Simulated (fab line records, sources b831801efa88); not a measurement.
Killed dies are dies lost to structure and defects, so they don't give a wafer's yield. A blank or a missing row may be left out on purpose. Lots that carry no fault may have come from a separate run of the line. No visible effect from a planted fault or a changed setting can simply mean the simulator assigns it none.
Chamber matching / flow sky130 / cmp-01 running SKY_LI_CONTACT_CMP_02: 4 sister chambers
The step polishes PSG. 20 wafers are shown with their chamber, then 10 later ones without.

## WAFERS PAIRED WITH THEIR CHAMBERS
wafer=L319.1; chamber=2; motor-current-A (A)=12.3; time-to-endpoint-s (s)=30.5
wafer=L319.3; chamber=1; motor-current-A (A)=10.1; time-to-endpoint-s (s)=32.8
wafer=L319.5; chamber=1; motor-current-A (A)=9.9; time-to-endpoint-s (s)=34.9
wafer=L322.2; chamber=0; motor-current-A (A)=11.1; time-to-endpoint-s (s)=33.2
wafer=L322.4; chamber=2; motor-current-A (A)=11.6; time-to-endpoint-s (s)=33.4
wafer=L322.5; chamber=1; motor-current-A (A)=10.3; time-to-endpoint-s (s)=31.7
wafer=L324.1; chamber=3; motor-current-A (A)=11.0; time-to-endpoint-s (s)=27.9
wafer=L324.3; chamber=1; motor-current-A (A)=10.2; time-to-endpoint-s (s)=27.7
wafer=L324.4; chamber=0; motor-current-A (A)=10.8; time-to-endpoint-s (s)=28.1
wafer=L326.1; chamber=3; motor-current-A (A)=10.8; time-to-endpoint-s (s)=34.4
wafer=L326.2; chamber=0; motor-current-A (A)=11.4; time-to-endpoint-s (s)=32.6
wafer=L326.5; chamber=0; motor-current-A (A)=11.1; time-to-endpoint-s (s)=33.4
wafer=L336.3; chamber=0; motor-current-A (A)=10.8; time-to-endpoint-s (s)=30.5
wafer=L336.4; chamber=2; motor-current-A (A)=11.5; time-to-endpoint-s (s)=30.4
wafer=L336.6; chamber=3; motor-current-A (A)=10.1; time-to-endpoint-s (s)=33.1
wafer=L338.4; chamber=2; motor-current-A (A)=11.5; time-to-endpoint-s (s)=30.2
wafer=L338.5; chamber=3; motor-current-A (A)=10.5; time-to-endpoint-s (s)=29.1
wafer=L338.6; chamber=0; motor-current-A (A)=10.7; time-to-endpoint-s (s)=32.2
wafer=L339.1; chamber=3; motor-current-A (A)=10.7; time-to-endpoint-s (s)=31.3
wafer=L339.3; chamber=2; motor-current-A (A)=11.9; time-to-endpoint-s (s)=28.3

SIGNATURES, as means of the wafers listed above
reading=motor-current-A; chamber 0=10.983; chamber 1=10.125; chamber 2=11.760; chamber 3=10.620; scatter within a chamber=0.293
reading=time-to-endpoint-s; chamber 0=31.667; chamber 1=31.775; chamber 2=30.560; chamber 3=31.160; scatter within a chamber=2.38
Rule: a wafer lies at a distance from a chamber equal to the root of the sum of squares, over the readings, of (its reading less the chamber's mean, divided by the reading's scatter). If the next closest chamber is less than 2 further off than the closest, the wafer can't be placed; otherwise it belongs to the closest. How the scatter is found: for the shown wafers, subtract from each reading the mean of its chamber, square and add these, divide the total by (wafers less chambers), then take the root.

## WAFERS WHOSE CHAMBER IS MISSING
wafer=L339.4; motor-current-A (A)=10.7; time-to-endpoint-s (s)=31.1
wafer=L340.1; motor-current-A (A)=10.7; time-to-endpoint-s (s)=32.8
wafer=L340.3; motor-current-A (A)=10.9; time-to-endpoint-s (s)=33.5
wafer=L340.5; motor-current-A (A)=10.1; time-to-endpoint-s (s)=32.8
wafer=L341.2; motor-current-A (A)=12.3; time-to-endpoint-s (s)=31.8
wafer=L341.3; motor-current-A (A)=10.9; time-to-endpoint-s (s)=36.9
wafer=L341.6; motor-current-A (A)=11.4; time-to-endpoint-s (s)=32.0
wafer=L342.4; motor-current-A (A)=11.9; time-to-endpoint-s (s)=28.6
wafer=L342.5; motor-current-A (A)=10.6; time-to-endpoint-s (s)=32.1
wafer=L342.6; motor-current-A (A)=10.7; time-to-endpoint-s (s)=31.3

## THE CHAMBER EACH PASSED THROUGH
wafer=L339.4; from the rows above=can't be placed: 3 or 0 or 1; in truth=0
wafer=L340.1; from the rows above=can't be placed: 3 or 0 or 1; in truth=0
wafer=L340.3; from the rows above=can't be placed: 0 or 3 or 1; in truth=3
wafer=L340.5; from the rows above=can't be placed: 1 or 3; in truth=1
wafer=L341.2; from the rows above=2; in truth=2
wafer=L341.3; from the rows above=can't be placed: 0 or 3 or 1 or 2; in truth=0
wafer=L341.6; from the rows above=can't be placed: 2 or 0 or 3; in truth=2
wafer=L342.4; from the rows above=2; in truth=2
wafer=L342.5; from the rows above=can't be placed: 3 or 0 or 1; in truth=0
wafer=L342.6; from the rows above=can't be placed: 3 or 0 or 1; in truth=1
Correctly placed: 2 of 10. From these rows, 8 cannot be placed; in 8 the true chamber is one of the candidates. 0 placed wrongly.
